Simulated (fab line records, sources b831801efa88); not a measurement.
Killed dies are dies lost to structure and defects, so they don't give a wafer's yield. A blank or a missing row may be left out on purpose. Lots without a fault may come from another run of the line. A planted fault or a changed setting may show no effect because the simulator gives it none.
fab line records | flow sky130
record lots=13 wafers=39 last_day=50
route steps=708 shown LDD_N@250 LDD_HVN@274 PAD_OPEN@708
lots that met no fault: from a run of the same line without faults
start_h: hours from the record's first day to the start of the lot's first wafer shown | wait_h: hours since the lot's step before | " the same as in the row above | L1.1+2: a row that stands for several wafers | - no value, or no start given | * or withheld: withheld | < > ~ a bound
route shown NAME@n: a module of which the file shows steps, and the number in the route of the first | usual: mean/standard deviation of fault-free wafers | same: alike in all rows | chamber/n: place in a boat | sites: the reading at each site | _std_site: their standard deviation | _edge_site: outer sites' mean less inner sites' | radius_mm: how far each site lies from the wafer's centre | mask NAME#n: copy n | behind: the tool/chamber that last shaped the wafer | hold: why the lot was held/for how many hours/how that ended | device: the transistor (n, p or np) that didn't switch | end of line: the same wafers' tests at the end of the route | a step without rows: its recipe alone | killed: dies lost to structure and defects at the first sort, not the wafer's yield | map: a wafer's dies, x killed, . not, _ none there
set.NAME: the setting as run; set.NAME@STEP: as run at that earlier step | model.NAME: the simulator's own value behind a step, which no gauge read
steps of the route over a sample of lots; a table a step, a row a wafer
services: from which hour (start_h, from the record's first day; less than 0 if before it) a tool's chamber was out of use, for how many hours, and why
## steps
# step SKY_LDD_N_IMPLANT_13
# recipe species=BF2 energy_kev=50 dose_cm2=5e+12 tilt_deg=30 rotation_deg=90
# usual rotation_deg=90.000/0.026
# columns lot.wafer tool chamber start_h wait_h rotation_deg
L338.1 implanter-02 0 397.31 0.1 90.059
L338.2 " 0 " " 90.014
L338.5 " 0 " " 89.998
L340.3 implanter-02 0 413.51 0.1 90.007
L340.5 " 0 " " 89.956
L340.6 " 0 " " 90.011
L341.2 implanter-04 0 433.79 0.1 89.976
L341.3 " 0 " " 89.997
L341.5 " 0 " " 89.987
L342.1 implanter-01 0 443.11 0.1 90.039
L342.4 " 0 " " 90.058
L342.6 " 0 " " 90.053
L343.2 implanter-02 0 446.09 0.1 89.998
L343.4 " 0 " " 90.017
L343.6 " 0 " " 89.986
L344.3 implanter-01 0 462.26 0.1 89.991
L344.4 " 0 " " 90.012
L344.5 " 0 " " 89.995
L345.1 implanter-04 0 470.40 0.1 90.023
L345.2 " 0 " " 90.001
L345.3 " 0 " " 89.982
L346.1 implanter-02 0 476.55 0.1 89.965
L346.3 " 0 " " 89.961
L346.5 " 0 " " 90.012
L347.4 implanter-04 0 483.84 0.1 90.022
L347.5 " 0 " " 90.000
L347.6 " 0 " " 90.030
L350.1 implanter-02 0 507.82 0.1 90.014
L350.2 " 0 " " 89.975
L350.5 " 0 " " 90.007
L355.3 implanter-02 0 553.81 0.1 283.47
L355.4 " 0 " " 283.43
L355.6 " 0 " " 283.45
L357.2 implanter-02 0 572.09 0.1 283.44
L357.3 " 0 " " 283.46
L357.4 " 0 " " 283.43
L361.1 implanter-01 0 600.51 0.1 90.035
L361.3 " 0 " " 90.020
L361.4 " 0 " " 90.020
# step SKY_LDD_N_STRIP_16
# recipe chemistry=O2/N2 power_w=1400 pressure_mtorr=1500 platen_temp_c=withheld o2_flow_sccm=3000 n2_flow_sccm=300 overash_fraction=0.5
# usual chamber_pressure_mTorr=1500.0/1.4 drypump_motor_current_A=5.7/0.39 oes_product_au=0.407/0.0044 strip_time_to_endpoint_s=4.314/0.015
# columns lot.wafer tool chamber start_h wait_h chamber_pressure_mTorr drypump_motor_current_A oes_product_au rf_hours_counter_h strip_time_to_endpoint_s
L338.1 plasma_asher-01 0 397.76 0.1 1498.7 5.1 0.401 28 4.322
L338.2 " 1 " " 1500.2 5.6 0.405 28 4.313
L338.5 " 0 " " 1497.6 5.1 0.405 - 4.313
L340.3 plasma_asher-01 0 413.95 0.1 1499.5 5.0 0.403 - 4.323
L340.5 " 0 " " 1500.4 5.1 0.402 - 4.311
L340.6 " 1 " " 1501.4 5.6 0.408 - 4.320
L341.2 plasma_asher-02 1 434.22 0.1 1501.3 5.8 0.398 60 4.331
L341.3 " 1 " " 1500.3 5.8 0.408 - 4.330
L341.5 " 0 " " 1502.9 6.4 0.406 - 4.325
L342.1 plasma_asher-04 1 443.56 0.1 1499.5 5.8 0.411 1 4.320
L342.4 " 1 " " 1499.4 5.8 0.403 - 4.298
L342.6 " 0 " " 1501.7 5.4 0.412 - 4.322
L343.2 plasma_asher-04 0 446.52 0.1 1501.9 5.5 0.415 2 4.281
L343.4 " 1 " " 1501.2 5.8 0.416 - 4.315
L343.6 " 0 " " 1499.9 5.4 0.403 - 4.300
L344.3 plasma_asher-02 1 462.70 0.1 1500.7 5.8 0.407 - 4.321
L344.4 " 0 " " 1502.1 6.4 0.403 - 4.315
L344.5 " 0 " " 1499.3 6.4 0.406 - 4.324
L345.1 plasma_asher-04 0 470.85 0.1 1498.8 5.4 0.414 4 4.314
L345.2 " 1 " " 1498.6 5.7 0.404 4 4.319
L345.3 " 1 " " 1498.1 5.7 0.409 - 4.327
L346.1 plasma_asher-01 0 477.00 0.1 1499.5 5.0 0.401 36 4.298
L346.3 " 1 " " 1500.7 5.6 0.405 - 4.303
L346.5 " 0 " " 1497.5 5.1 0.403 - 4.292
L347.4 plasma_asher-04 1 484.25 0.1 1498.9 5.7 0.408 - 4.348
L347.5 " 1 " " 1497.4 5.8 0.403 - 4.329
L347.6 " 0 " " 1500.3 5.4 0.413 - 4.318
L350.1 plasma_asher-01 0 508.27 0.1 1500.4 5.1 0.409 40 4.306
L350.2 " 1 " " 1500.9 5.7 0.407 40 4.311
L350.5 " 0 " " 1499.5 5.1 0.407 - 4.307
L355.3 plasma_asher-04 0 554.24 0.1 1499.4 5.4 0.403 - 4.327
L355.4 " 1 " " 1500.5 5.8 0.418 - 4.339
L355.6 " 1 " " 1500.3 5.7 0.409 - 4.320
L357.2 plasma_asher-04 1 572.52 0.1 1498.3 5.8 0.409 15 4.312
L357.3 " 1 " " 1500.2 5.8 0.401 - 4.307
L357.4 " 0 " " 1499.3 5.5 0.412 - 4.298
L361.1 plasma_asher-04 0 600.96 0.1 1498.6 5.4 0.405 18 4.330
L361.3 " 0 " " 1498.8 5.4 0.413 - 4.327
L361.4 " 1 " " 1501.2 5.8 0.400 - 4.323
# step SKY_LDD_N_TW_MEAS_17
# usual LDD_N_TW=2590/13
# columns lot.wafer tool chamber start_h wait_h LDD_N_TW
L338.1 film_metro-02 - 397.86 0.1 2595
L338.2 " - " " 2602
L338.5 " - " " 2600
L340.3 film_metro-04 - 414.03 0.1 2581
L340.5 " - " " 2568
L340.6 " - " " 2572
L341.2 film_metro-04 - 434.33 0.1 2572
L341.3 " - " " 2566
L341.5 " - " " 2578
L342.1 film_metro-02 - 443.66 0.1 2591
L342.4 " - " " 2592
L342.6 " - " " 2592
L343.2 film_metro-02 - 446.63 0.1 2598
L343.4 " - " " 2595
L343.6 " - " " 2576
L344.3 film_metro-01 - 462.78 0.1 2606
L344.4 " - " " 2594
L344.5 " - " " 2597
L345.1 film_metro-01 - 470.95 0.1 2583
L345.2 " - " " 2601
L345.3 " - " " 2593
L346.1 film_metro-04 - 477.10 0.1 2573
L346.3 " - " " 2574
L346.5 " - " " 2583
L347.4 film_metro-01 - 484.34 0.1 2595
L347.5 " - " " 2602
L347.6 " - " " 2596
L350.1 film_metro-04 - 508.37 0.1 2567
L350.2 " - " " 2585
L350.5 " - " " 2563
L355.3 film_metro-04 - 554.33 0.1 2581
L355.4 " - " " 2580
L355.6 " - " " 2574
L357.2 film_metro-02 - 572.63 0.1 2582
L357.3 " - " " 2586
L357.4 " - " " 2596
L361.1 film_metro-02 - 601.06 0.1 2600
L361.3 " - " " 2603
L361.4 " - " " 2588
# step SKY_LDD_HVN_OVL_MEAS_07
# usual LDD_HVN_OVL=-0.8/1.5
# columns lot.wafer tool chamber start_h wait_h LDD_HVN_OVL[nm]
L338.1 overlay-02 - 459.02 0.1 -1.3
L338.2 " - " " -1.2
L338.5 " - " " -2.5
L340.3 overlay-02 - 476.99 0.1 -2.3
L340.5 " - " " -0.2
L340.6 " - " " -1.6
L341.2 overlay-02 - 496.82 0.1 -1.3
L341.3 " - " " 0.2
L341.5 " - " " -1.3
L342.1 overlay-02 - 506.73 0.1 -2.6
L342.4 " - " " -3.0
L342.6 " - " " -3.1
L343.2 overlay-02 - 510.42 0.1 0.3
L343.4 " - " " -0.9
L343.6 " - " " -0.9
L344.3 overlay-01 - 526.33 0.1 0.8
L344.4 " - " " 2.5
L344.5 " - " " 1.2
L345.1 overlay-01 - 531.72 0.1 0.2
L345.2 " - " " 0.9
L345.3 " - " " 0.2
L346.1 overlay-02 - 538.72 0.1 0.4
L346.3 " - " " 0.7
L346.5 " - " " 1.1
L347.4 overlay-02 - 545.39 0.1 -3.5
L347.5 " - " " -4.4
L347.6 " - " " -1.6
L350.1 overlay-01 - 568.88 0.1 -1.4
L350.2 " - " " -1.6
L350.5 " - " " -1.3
L355.3 overlay-02 - 614.29 0.1 -0.1
L355.4 " - " " 0.8
L355.6 " - " " -2.0
L357.2 overlay-02 - 631.32 0.1 -1.1
L357.3 " - " " -2.8
L357.4 " - " " -1.2
L361.1 overlay-01 - 658.37 0.1 -1.1
L361.3 " - " " -1.1
L361.4 " - " " -0.9
# step SKY_PAD_OPEN_PROBE_99
# usual killed_at_M0_to_M3=44/7 killed_at_M4_up=3.0/1.8 killed_at_contacts=24/4.9 killed_at_front_end=15/5 killed_at_other=0.2/0.53 killed_dies=87/8.7 killed_open=48/6.8 killed_short=39/5.7
# same gross_dies=492 killed_at_back_side=0
# columns lot.wafer tool chamber start_h wait_h killed_at_M0_to_M3 killed_at_M4_up killed_at_contacts killed_at_front_end killed_at_other killed_dies killed_open killed_short
L338.1 prober-01 - 1073.20 0.1 42 2 31 12 1 88 51 37
L338.2 prober-01 - 1073.25 0.1 34 5 23 17 0 79 47 32
L338.5 prober-01 - 1073.40 0.2 42 1 24 12 0 79 41 38
L340.3 prober-01 - 1087.80 0.2 30 6 25 9 0 70 35 35
L340.5 prober-01 - 1087.90 0.2 34 2 21 14 1 72 43 29
L340.6 prober-01 - 1087.95 0.2 38 4 27 17 2 88 49 39
L341.2 prober-02 - 1096.30 0.1 44 2 25 17 0 88 54 34
L341.3 prober-02 - 1096.35 0.2 42 3 24 17 0 86 52 34
L341.5 prober-02 - 1096.45 0.2 46 2 32 23 0 103 58 45
L342.1 prober-01 - 1101.36 0.1 41 3 16 10 0 70 34 36
L342.4 prober-01 - 1101.51 0.2 47 7 21 8 0 83 35 48
L342.6 prober-01 - 1101.61 0.2 49 1 24 13 1 88 54 34
L343.2 prober-02 - 1107.02 0.1 39 2 27 12 0 80 41 39
L343.4 prober-02 - 1107.12 0.2 47 3 16 8 0 74 41 33
L343.6 prober-02 - 1107.22 0.2 37 1 24 32 0 94 60 34
L344.3 prober-01 - 1117.50 0.2 33 4 23 16 0 76 47 29
L344.4 prober-01 - 1117.55 0.2 42 1 35 9 0 87 48 39
L344.5 prober-01 - 1117.60 0.2 37 4 30 13 0 84 45 39
L345.1 prober-02 - 1120.60 0.1 52 2 27 16 0 97 51 46
L345.2 prober-02 - 1120.65 0.1 47 4 16 19 0 86 52 34
L345.3 prober-02 - 1120.70 0.2 45 1 20 25 0 91 44 47
L346.1 prober-01 - 1127.69 0.1 36 1 26 24 0 87 47 40
L346.3 prober-01 - 1127.79 0.2 36 2 23 19 0 80 40 40
L346.5 prober-01 - 1127.89 0.2 49 1 24 13 0 87 47 40
L347.4 prober-02 - 1130.25 0.2 40 1 22 17 0 80 42 38
L347.5 prober-02 - 1130.30 0.2 40 1 26 16 0 83 51 32
L347.6 prober-02 - 1130.35 0.2 50 4 22 11 0 87 51 36
L350.1 prober-02 - 1144.97 0.1 46 1 25 12 0 84 45 39
L350.2 prober-02 - 1145.02 0.1 35 4 18 10 0 67 33 34
L350.5 prober-02 - 1145.17 0.2 37 3 27 19 1 87 52 35
L355.3 prober-02 - 1171.44 0.2 54 3 29 16 0 102 58 44
L355.4 prober-02 - 1171.49 0.2 47 4 24 17 0 92 45 47
L355.6 prober-02 - 1171.59 0.2 53 3 18 13 0 87 38 49
L357.2 prober-02 - 1180.71 0.1 50 5 20 12 0 87 41 46
L357.3 prober-02 - 1180.76 0.2 46 2 27 23 0 98 49 49
L357.4 prober-02 - 1180.81 0.2 52 2 19 9 2 84 42 42
L361.1 prober-02 - 1199.49 0.1 40 2 29 20 0 91 49 42
L361.3 prober-02 - 1199.59 0.2 42 2 29 12 2 87 46 41
L361.4 prober-02 - 1199.64 0.2 48 3 37 21 0 109 56 53
# killed by level:class
L338.1 LI_CONTACT:geometric_particle:open=10 CONTACT:geometric_particle:open=8 VIA1:geometric_particle:open=8 VIA3:geometric_particle:open=8 FIELD_ISO:geometric_particle:open=7 CONTACT:geometric_particle:short=7 VIA2:geometric_particle:open=6 VIA1:geometric_particle:short=4
L338.2 FIELD_ISO:geometric_particle:short=8 LI_CONTACT:geometric_particle:open=8 VIA1:geometric_particle:open=8 VIA3:geometric_particle:open=8 CONTACT:geometric_particle:open=7 METAL2:geometric_particle:short=6 VIA2:geometric_particle:short=3 LOCAL_INTERCONNECT:geometric_particle:open=3
L338.5 CONTACT:geometric_particle:open=7 VIA1:geometric_particle:open=7 VIA3:geometric_particle:open=6 METAL1:geometric_particle:short=6 LI_CONTACT:geometric_particle:short=5 LI_CONTACT:geometric_particle:open=4 LOCAL_INTERCONNECT:geometric_particle:short=4 METAL2:geometric_particle:open=4
L340.3 CONTACT:geometric_particle:open=12 VIA1:geometric_particle:open=9 METAL2:geometric_particle:short=5 METAL4:geometric_particle:short=5 FIELD_ISO:geometric_particle:short=4 LOCAL_INTERCONNECT:geometric_particle:short=4 CONTACT:geometric_particle:short=4 LI_CONTACT:geometric_particle:open=3
L340.5 CONTACT:geometric_particle:open=8 VIA1:geometric_particle:open=8 LI_CONTACT:geometric_particle:open=7 FIELD_ISO:geometric_particle:short=5 VIA1:geometric_particle:short=4 METAL2:geometric_particle:short=4 VIA2:geometric_particle:open=4 VIA3:geometric_particle:open=4
L340.6 CONTACT:geometric_particle:open=10 LI_CONTACT:geometric_particle:open=8 FIELD_ISO:geometric_particle:short=6 METAL1:geometric_particle:short=6 VIA1:geometric_particle:open=6 FIELD_ISO:geometric_particle:open=5 VIA1:geometric_particle:short=5 VIA2:geometric_particle:open=5
L341.2 VIA1:geometric_particle:open=12 CONTACT:geometric_particle:open=8 VIA3:geometric_particle:open=7 VIA2:geometric_particle:open=7 LI_CONTACT:geometric_particle:open=6 CONTACT:geometric_particle:short=6 POLY_GATE:geometric_particle:open=5 VIA1:geometric_particle:short=4
L341.3 CONTACT:geometric_particle:open=12 VIA1:geometric_particle:open=10 VIA1:geometric_particle:short=7 LI_CONTACT:geometric_particle:open=6 POLY_GATE:geometric_particle:short=5 METAL1:geometric_particle:short=5 VIA2:geometric_particle:open=5 POLY_GATE:geometric_particle:open=4
L341.5 CONTACT:geometric_particle:open=16 VIA1:geometric_particle:open=11 FIELD_ISO:geometric_particle:short=8 VIA2:geometric_particle:open=6 FIELD_ISO:geometric_particle:open=5 VIA3:geometric_particle:open=5 LI_CONTACT:geometric_particle:open=5 CONTACT:geometric_particle:short=5
L342.1 VIA1:geometric_particle:open=11 METAL1:geometric_particle:short=6 LI_CONTACT:geometric_particle:open=5 METAL3:geometric_particle:short=5 VIA2:geometric_particle:open=5 FIELD_ISO:geometric_particle:short=3 LOCAL_INTERCONNECT:geometric_particle:short=3 CONTACT:geometric_particle:open=3
L342.4 VIA1:geometric_particle:open=8 METAL4:geometric_particle:short=7 VIA2:geometric_particle:open=6 LI_CONTACT:geometric_particle:open=5 LOCAL_INTERCONNECT:geometric_particle:short=5 CONTACT:geometric_particle:open=5 METAL1:geometric_particle:short=5 VIA1:geometric_particle:short=5
L342.6 VIA1:geometric_particle:open=18 LI_CONTACT:geometric_particle:open=9 CONTACT:geometric_particle:open=9 VIA2:geometric_particle:open=7 METAL2:geometric_particle:short=5 POLY_GATE:geometric_particle:short=4 VIA1:geometric_particle:short=4 VIA3:geometric_particle:short=4
L343.2 VIA1:geometric_particle:open=10 CONTACT:geometric_particle:short=9 CONTACT:geometric_particle:open=6 VIA2:geometric_particle:open=5 VIA3:geometric_particle:open=5 POLY_GATE:geometric_particle:open=4 POLY_GATE:geometric_particle:short=4 LI_CONTACT:geometric_particle:open=4
L343.4 VIA2:geometric_particle:open=10 VIA1:geometric_particle:open=9 VIA1:geometric_particle:short=8 CONTACT:geometric_particle:open=7 METAL1:geometric_particle:short=6 VIA3:geometric_particle:open=5 LI_CONTACT:geometric_particle:open=4 CONTACT:geometric_particle:short=3
L343.6 VIA1:geometric_particle:open=12 VIA2:geometric_particle:open=9 POLY_GATE:geometric_particle:open=8 LI_CONTACT:geometric_particle:open=7 FIELD_ISO:geometric_particle:short=5 FIELD_ISO:geometric_particle:open=5 POLY_GATE:geometric_particle:short=5 CONTACT:geometric_particle:short=5
L344.3 LI_CONTACT:geometric_particle:open=10 LI_CONTACT:geometric_particle:short=6 VIA1:geometric_particle:open=6 FIELD_ISO:geometric_particle:open=5 POLY_GATE:geometric_particle:open=5 CONTACT:geometric_particle:open=5 VIA1:geometric_particle:short=5 VIA2:geometric_particle:open=5
L344.4 LI_CONTACT:geometric_particle:open=10 CONTACT:geometric_particle:open=10 VIA1:geometric_particle:open=10 CONTACT:geometric_particle:short=7 VIA2:geometric_particle:open=6 METAL1:geometric_particle:short=5 METAL2:geometric_particle:short=5 VIA1:geometric_particle:short=5
L344.5 CONTACT:geometric_particle:open=10 VIA1:geometric_particle:open=10 LI_CONTACT:geometric_particle:open=9 METAL2:geometric_particle:short=7 LI_CONTACT:geometric_particle:short=5 VIA1:geometric_particle:short=5 POLY_GATE:geometric_particle:open=4 METAL1:geometric_particle:short=4
L345.1 VIA1:geometric_particle:open=13 LI_CONTACT:geometric_particle:open=11 METAL1:geometric_particle:short=10 CONTACT:geometric_particle:open=7 LOCAL_INTERCONNECT:geometric_particle:short=6 VIA2:geometric_particle:open=5 METAL2:geometric_particle:short=5 METAL3:geometric_particle:short=5
L345.2 VIA1:geometric_particle:open=12 VIA3:geometric_particle:short=7 VIA2:geometric_particle:open=7 LI_CONTACT:geometric_particle:open=6 FIELD_ISO:geometric_particle:open=5 POLY_GATE:geometric_particle:open=5 METAL2:geometric_particle:short=5 VIA3:geometric_particle:open=5
L345.3 METAL1:geometric_particle:short=8 VIA1:geometric_particle:open=8 VIA3:geometric_particle:short=6 VIA3:geometric_particle:open=6 POLY_GATE:geometric_particle:short=5 CONTACT:geometric_particle:open=5 CONTACT:geometric_particle:short=5 METAL2:geometric_particle:short=5
L346.1 CONTACT:geometric_particle:open=11 VIA1:geometric_particle:open=9 METAL2:geometric_particle:short=8 POLY_GATE:geometric_particle:short=7 FIELD_ISO:geometric_particle:open=5 POLY_GATE:geometric_particle:open=5 LI_CONTACT:geometric_particle:open=5 VIA1:geometric_particle:short=5
L346.3 CONTACT:geometric_particle:short=8 POLY_GATE:geometric_particle:open=7 LI_CONTACT:geometric_particle:open=7 FIELD_ISO:geometric_particle:open=6 VIA1:geometric_particle:short=6 METAL2:geometric_particle:short=5 POLY_GATE:geometric_particle:short=4 VIA2:geometric_particle:open=4
L346.5 VIA1:geometric_particle:open=11 CONTACT:geometric_particle:open=7 VIA3:geometric_particle:open=7 VIA2:geometric_particle:open=7 FIELD_ISO:geometric_particle:short=6 CONTACT:geometric_particle:short=6 METAL2:geometric_particle:short=6 METAL2:geometric_particle:open=6
L347.4 METAL2:geometric_particle:short=10 CONTACT:geometric_particle:open=9 LI_CONTACT:geometric_particle:open=6 VIA1:geometric_particle:open=6 VIA1:geometric_particle:short=5 VIA3:geometric_particle:open=5 VIA2:geometric_particle:open=5 VIA2:geometric_particle:short=5
L347.5 CONTACT:geometric_particle:open=8 VIA1:geometric_particle:open=8 VIA3:geometric_particle:open=8 LI_CONTACT:geometric_particle:open=7 VIA2:geometric_particle:open=7 CONTACT:geometric_particle:short=5 FIELD_ISO:geometric_particle:short=4 FIELD_ISO:geometric_particle:open=4
L347.6 VIA2:geometric_particle:open=14 CONTACT:geometric_particle:open=11 VIA1:geometric_particle:open=9 VIA1:geometric_particle:short=5 VIA3:geometric_particle:open=5 LI_CONTACT:geometric_particle:open=4 LOCAL_INTERCONNECT:geometric_particle:short=4 METAL1:geometric_particle:short=4
L350.1 VIA1:geometric_particle:open=10 CONTACT:geometric_particle:open=8 CONTACT:geometric_particle:short=7 VIA1:geometric_particle:short=7 VIA2:geometric_particle:open=7 LI_CONTACT:geometric_particle:open=5 VIA3:geometric_particle:open=5 POLY_GATE:geometric_particle:short=4
L350.2 VIA3:geometric_particle:open=8 VIA1:geometric_particle:open=5 LI_CONTACT:geometric_particle:open=5 CONTACT:geometric_particle:open=5 METAL1:geometric_particle:short=5 CONTACT:geometric_particle:short=4 METAL2:geometric_particle:short=4 VIA2:geometric_particle:open=4
L350.5 CONTACT:geometric_particle:open=13 VIA1:geometric_particle:open=7 VIA2:geometric_particle:open=7 METAL2:geometric_particle:short=6 LI_CONTACT:geometric_particle:short=5 CONTACT:geometric_particle:short=5 VIA3:geometric_particle:open=5 FIELD_ISO:geometric_particle:open=4
L355.3 CONTACT:geometric_particle:open=15 VIA3:geometric_particle:open=11 VIA1:geometric_particle:open=10 VIA1:geometric_particle:short=7 FIELD_ISO:geometric_particle:short=6 CONTACT:geometric_particle:short=5 METAL2:geometric_particle:short=5 VIA2:geometric_particle:open=5
L355.4 VIA1:geometric_particle:open=10 CONTACT:geometric_particle:short=9 POLY_GATE:geometric_particle:short=7 LI_CONTACT:geometric_particle:open=6 CONTACT:geometric_particle:open=6 METAL1:geometric_particle:short=6 METAL2:geometric_particle:short=6 VIA2:geometric_particle:open=6
L355.6 VIA1:geometric_particle:short=11 VIA1:geometric_particle:open=10 VIA3:geometric_particle:open=9 METAL2:geometric_particle:short=8 LI_CONTACT:geometric_particle:open=5 CONTACT:geometric_particle:short=5 FIELD_ISO:geometric_particle:short=4 FIELD_ISO:geometric_particle:open=3
L357.2 VIA1:geometric_particle:open=13 VIA3:geometric_particle:open=7 LOCAL_INTERCONNECT:geometric_particle:short=6 VIA1:geometric_particle:short=5 METAL2:geometric_particle:short=5 VIA2:geometric_particle:open=5 VIA2:geometric_particle:short=5 METAL4:geometric_particle:short=5
L357.3 VIA1:geometric_particle:open=10 VIA3:geometric_particle:open=8 FIELD_ISO:geometric_particle:open=7 CONTACT:geometric_particle:open=7 METAL1:geometric_particle:short=7 LI_CONTACT:geometric_particle:open=6 FIELD_ISO:geometric_particle:short=5 POLY_GATE:geometric_particle:short=5
L357.4 VIA2:geometric_particle:open=9 VIA1:geometric_particle:open=8 VIA1:geometric_particle:short=7 CONTACT:geometric_particle:open=6 VIA3:geometric_particle:short=6 CONTACT:geometric_particle:short=5 METAL1:geometric_particle:short=5 FIELD_ISO:geometric_particle:open=4
L361.1 CONTACT:geometric_particle:open=11 LI_CONTACT:geometric_particle:open=8 VIA3:geometric_particle:open=7 FIELD_ISO:geometric_particle:open=6 POLY_GATE:geometric_particle:short=6 METAL1:geometric_particle:short=6 VIA1:geometric_particle:open=6 METAL2:geometric_particle:short=6
L361.3 CONTACT:geometric_particle:open=11 VIA2:geometric_particle:open=11 LI_CONTACT:geometric_particle:open=6 VIA2:geometric_particle:short=6 VIA1:geometric_particle:open=6 CONTACT:geometric_particle:short=5 METAL1:geometric_particle:short=5 VIA3:geometric_particle:open=4
L361.4 CONTACT:geometric_particle:open=13 VIA1:geometric_particle:short=13 CONTACT:geometric_particle:short=11 FIELD_ISO:geometric_particle:short=8 FIELD_ISO:geometric_particle:open=8 LI_CONTACT:geometric_particle:open=8 VIA1:geometric_particle:open=6 VIA2:geometric_particle:open=6
## services
# columns tool chamber start_h hours kind
plasma_asher-04 - 421.25 9.0 pm
plasma_asher-04 0 421.25 9.0 vent_cycle
plasma_asher-04 1 421.25 9.0 vent_cycle
plasma_asher-04 0 430.25 - clean
plasma_asher-04 1 430.25 - clean
implanter-02 - 448.95 5.7 repair
implanter-01 - 455.06 3.6 repair
plasma_asher-01 - 464.44 0.6 repair
implanter-01 - 482.03 4.4 repair
plasma_asher-02 - 490.29 15.6 pm
implanter-01 - 490.61 1.2 repair
plasma_asher-02 - 519.09 1.8 repair
plasma_asher-01 - 560.41 15.6 pm
implanter-02 - 576.13 3.9 pm
implanter-04 - 593.15 2.9 repair
## key
first_sign step=SKY_LDD_N_IMPLANT_13 reading=rotation_deg direction=up sigmas=99+ usual=90.000 struck=283.45
effect none on later readings
met_at SKY_LDD_N_IMPLANT_13
struck_lots L355,L357
tester_left_out L355,L357
not_acting_at SKY_LDD_N_STRIP_16,SKY_LDD_N_TW_MEAS_17,SKY_LDD_HVN_OVL_MEAS_07
onset_between 507.82 553.81
fault kind=process_parameter_drift tool=implanter-02 chamber=- onset_h=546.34 steps=SKY_LDD_N_IMPLANT_13 channel=rotation_deg offset=193.45 shape=step end_h=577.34 acts_in=these_recipes_only stated=90
# tester_left_out: of these lots the tester's yield and bins aren't shown, on N5 and GAA mostly nor the transistor test; their killed dies are dies lost to structure and defects alone, not to doping, threshold or leakage, so they don't give the yield
